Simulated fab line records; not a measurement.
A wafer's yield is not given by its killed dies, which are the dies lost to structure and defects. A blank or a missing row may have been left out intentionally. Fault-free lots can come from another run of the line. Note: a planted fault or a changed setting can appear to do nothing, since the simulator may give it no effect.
Which tool was responsible? :: flow gf180mcu :: 6 lots, 18 wafers sampled, at 1 step of a route of 602

WHAT THE GAUGES SHOWED, per wafer
GF_MVSD_OVL_MEAS_07.
lot: L975
measured: day 5 09:07
on: overlay-02
MVSD_OVL (nm): -0.5 -0.7 -2.8

lot: L977
measured: day 5 21:32
on: overlay-01
MVSD_OVL (nm): 1.2 0.2 -3.2

lot: L982
measured: day 7 01:55
on: overlay-02
MVSD_OVL (nm): -1.4 -1.3 0.1

lot: L985
measured: day 7 19:26
on: overlay-01
MVSD_OVL (nm): -0.2 0.7 1.6

lot: L988
measured: day 8 14:08
on: overlay-02
MVSD_OVL (nm): -1.8 -0.7 -2.7

lot: L991
measured: day 9 04:11
on: overlay-01
MVSD_OVL (nm): 1.0 2.2 -0.8

TOOL THAT RAN EACH LOT (tool first, then ch and the chambers of the sampled wafers, then the start)
The record shows no process step preceding these readings.

THE ANSWER, worked out from the rows above alone
Rule: the usual values come from the lots themselves. The widest of any qualifying gaps counts: lots, ordered by their means at a reading, are off when they make up no more than a third of the lots, leave a main group of 4 or more, and stand apart from it by 3 or more times the standard deviation of that group's means. Not used: any main group whose means are identical at the precision the tables above print for the reading. A lot without any number at a reading at which 4 lots or more have one is off too. The other lots that the step has rows for count as sound.
No lot is off on any of the readings shown, so nothing can be concluded from this.

WHAT THE SIMULATOR PUT IN
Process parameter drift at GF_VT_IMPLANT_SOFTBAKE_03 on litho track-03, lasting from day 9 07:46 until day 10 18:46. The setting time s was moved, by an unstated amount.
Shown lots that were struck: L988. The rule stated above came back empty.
